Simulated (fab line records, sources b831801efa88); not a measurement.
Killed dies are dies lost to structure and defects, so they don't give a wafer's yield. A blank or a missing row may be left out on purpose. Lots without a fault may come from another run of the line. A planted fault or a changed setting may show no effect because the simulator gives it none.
Which tool did it? | flow gf180mcu | 13 lots, 39 wafers sampled, at 5 steps of a route of 602

WHAT THE GAUGES READ, wafer by wafer
GF_NWELL_OVL_MEAS_07.
lot  | measured    | on         | NWELL_OVL (nm)
L402 | day 3 06:47 | overlay-01 | 0.0 -0.3 0.0
L403 | day 3 14:17 | overlay-01 | 0.1 1.9 1.7
L405 | day 4 00:11 | overlay-01 | 2.0 1.6 0.8
L406 | day 4 05:50 | overlay-01 | 0.3 0.3 1.4
L408 | day 4 15:38 | overlay-02 | 1.0 0.6 0.5
L417 | day 6 18:37 | overlay-02 | 1.3 0.9 2.0
L418 | day 7 01:01 | overlay-01 | 0.1 1.2 0.4
L419 | day 7 03:37 | overlay-02 | -0.6 0.0 -1.0
L420 | day 7 10:55 | overlay-02 | -1.8 -0.5 1.1
L421 | day 7 15:31 | overlay-01 | 1.2 -0.4 1.6
L422 | day 8 00:37 | overlay-02 | 2.8 0.1 0.0
L423 | day 8 13:16 | overlay-02 | -2.1 -2.0 -2.5
L425 | day 9 02:01 | overlay-02 | -0.3 0.3 0.0

GF_MVSD_OVL_MEAS_07.
lot  | measured     | on         | MVSD_OVL (nm)
L402 | day 4 09:52  | overlay-02 | 0.7 1.3 2.2
L403 | day 4 18:01  | overlay-01 | -0.5 1.5 0.7
L405 | day 5 02:53  | overlay-02 | -1.2 0.1 0.0
L406 | day 5 10:10  | overlay-01 | 0.6 1.4 0.3
L408 | day 5 19:03  | overlay-02 | -1.7 -0.9 -2.4
L417 | day 8 00:28  | overlay-01 | 2.6 0.9 0.5
L418 | day 8 08:07  | overlay-02 | 2.7 3.7 2.2
L419 | day 8 10:01  | overlay-01 | 0.6 1.1 1.4
L420 | day 8 19:22  | overlay-02 | 1.4 0.2 0.5
L421 | day 8 23:31  | overlay-02 | 2.5 2.2 2.5
L422 | day 9 10:06  | overlay-02 | -0.3 0.9 0.4
L423 | day 9 23:52  | overlay-02 | -1.4 -1.1 -1.7
L425 | day 10 14:06 | overlay-02 | 0.3 1.1 1.6

GF_VT_IMPLANT_RS_MEAS_49: measures by four-point-probe.
lot  | measured     | on            | MVPSD_RS (ohm/sq)
L402 | day 7 10:28  | film_metro-03 | 1172 1170 1174
L403 | day 7 20:00  | film_metro-02 | 1173 1174 1172
L405 | day 8 05:22  | film_metro-03 | 1165 1171 1169
L406 | day 8 13:29  | film_metro-02 | 1168 1165 1165
L408 | day 8 23:56  | film_metro-04 | 1174 1173 1172
L417 | day 11 15:42 | film_metro-03 | 1143 1147 1142
L418 | day 12 03:29 | film_metro-04 | 1145 1148 1145
L419 | day 12 04:34 | film_metro-04 | 1170 1172 1168
L420 | day 12 13:56 | film_metro-03 | 1164 1161 1164
L421 | day 12 20:40 | film_metro-02 | 1165 1170 1167
L422 | day 13 08:56 | film_metro-02 | 1176 1178 1175
L423 | day 14 01:11 | film_metro-03 | 1166 1163 1166
L425 | day 14 15:37 | film_metro-02 | 1171 1169 1169

WHICH TOOL RAN EACH LOT (tool, then ch and the chambers of the sampled wafers, then the start)
lot  | GF_STI_STRIP_15                     | GF_MVPSD_IMPLANT_08
L402 | plasma_asher-02 ch 0,1, day 2 01:21 | implanter-01 ch 0, day 4 23:40
L403 | plasma_asher-03 ch 0,1, day 2 06:37 | implanter-01 ch 0, day 5 08:29
L405 | plasma_asher-03 ch 0,1, day 2 18:07 | implanter-01 ch 0, day 5 17:37
L406 | plasma_asher-01 ch 0,1, day 2 23:14 | implanter-03 ch 0, day 6 00:53
L408 | plasma_asher-01 ch 0,1, day 3 08:11 | implanter-03 ch 0, day 6 09:43
L417 | plasma_asher-02 ch 0,1, day 5 08:54 | implanter-03 ch 0, day 8 17:07
L418 | plasma_asher-02 ch 0,1, day 5 15:44 | implanter-03 ch 0, day 9 01:29
L419 | plasma_asher-02 ch 0,1, day 5 16:41 | implanter-01 ch 0, day 9 02:43
L420 | plasma_asher-03 ch 0,1, day 6 00:44 | implanter-02 ch 0, day 9 12:14
L421 | plasma_asher-02 ch 0,1, day 6 05:57 | implanter-02 ch 0, day 9 17:17
L422 | plasma_asher-03 ch 0,1, day 6 08:50 | implanter-02 ch 0, day 10 03:55
L423 | plasma_asher-01 ch 0,1, day 6 14:50 | implanter-01 ch 0, day 10 18:43
L425 | plasma_asher-03 ch 0,1, day 7 00:20 | implanter-02 ch 0, day 11 08:14
- GF_STI_STRIP_15: strips in O2/N2.
- GF_MVPSD_IMPLANT_08

WHAT THE TOOLS THEMSELVES READ (means of the sampled wafers that have a number; where no wafer has one, the mark that the record gives instead)
GF_STI_STRIP_15.
lot  | tool            | drypump_motor_current_A (A) | heater_power_w (W) | oes_product_au (a.u.) | strip_time_to_endpoint_s (s)
L402 | plasma_asher-02 | 5.7                         | 362                | 0.385                 | 3.75
L403 | plasma_asher-03 | 5.5                         | 337                | 0.386                 | 3.68
L405 | plasma_asher-03 | 5.8                         | 339                | 0.381                 | 3.70
L406 | plasma_asher-01 | 5.2                         | 328                | 0.377                 | 3.67
L408 | plasma_asher-01 | 5.4                         | 318                | 0.385                 | 3.73
L417 | plasma_asher-02 | 5.7                         | 366                | 0.386                 | 3.68
L418 | plasma_asher-02 | 5.6                         | 367                | 0.383                 | 3.70
L419 | plasma_asher-02 | 5.6                         | 376                | 0.385                 | 3.72
L420 | plasma_asher-03 | 5.8                         | 338                | 0.384                 | 3.74
L421 | plasma_asher-02 | 5.6                         | 372                | 0.383                 | 3.74
L422 | plasma_asher-03 | 5.8                         | 340                | 0.385                 | 3.79
L423 | plasma_asher-01 | 5.1                         | 329                | 0.383                 | 3.70
L425 | plasma_asher-03 | 5.7                         | 339                | 0.383                 | 3.77

GF_MVPSD_IMPLANT_08.
lot  | tool         | beam_energy_keV
L402 | implanter-01 | 169.89
L403 | implanter-01 | 170.07
L405 | implanter-01 | 169.99
L406 | implanter-03 | 170.05
L408 | implanter-03 | 170.00
L417 | implanter-03 | 192.18
L418 | implanter-03 | 192.17
L419 | implanter-01 | 169.93
L420 | implanter-02 | 170.02
L421 | implanter-02 | 169.97
L422 | implanter-02 | 170.05
L423 | implanter-01 | 170.03
L425 | implanter-02 | 170.06

THE ANSWER, worked out from the rows above alone
Rule: what is usual is taken from the lots themselves. Put in order of their means at a reading, lots are off if they are a third of the lots or fewer, leave a main group of 4 or more, and stand apart from it by a gap of 3 or more times the standard deviation of the main group's means; of several such gaps the widest counts. A main group whose means are all the same, to the digits that the tables above print for the reading, isn't used. A lot without any number at a reading at which 4 lots or more have one is off too. The other lots that the step has rows for count as sound. The gauges are gone through in route order, then the tools' own readings, and for those a lot's mean is taken as printed above. The first step at which some lot is off is used, and at that step the reading that is off furthest; a lot without a number counts as furthest.
Off: L417, L418, at GF_VT_IMPLANT_RS_MEAS_49 (MVPSD_RS). The main group: mean 1169 ohm/sq, standard deviation 3.8.
A tool fits if, at a process step before that reading, it ran every lot that is off, and no sound lot after the first of them. The gauges at GF_VT_IMPLANT_RS_MEAS_49 aren't tried: what is off there is off at GF_MVPSD_IMPLANT_08 too, on other tools, and a gauge's error can't cause that. One fits: implanter-03 at GF_MVPSD_IMPLANT_08. Its last sound lot is L408 (day 6 09:43), its first lot that is off L417 (day 8 17:07): a fault that began between those two fits.
The tool's own readings at GF_MVPSD_IMPLANT_08 bear it out: on the lots that are off they differ by more than 5 times the standard deviation of the sound lots' means. beam_energy_keV reads 192.18 there against 170.01 on the sound lots.

WHAT THE SIMULATOR HAD PUT IN
Process parameter drift: implanter-03, from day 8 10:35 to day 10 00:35, at GF_MVPSD_IMPLANT_08. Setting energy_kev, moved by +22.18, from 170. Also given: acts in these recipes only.
Lots struck among those shown: L417, L418. The rule above found the same.
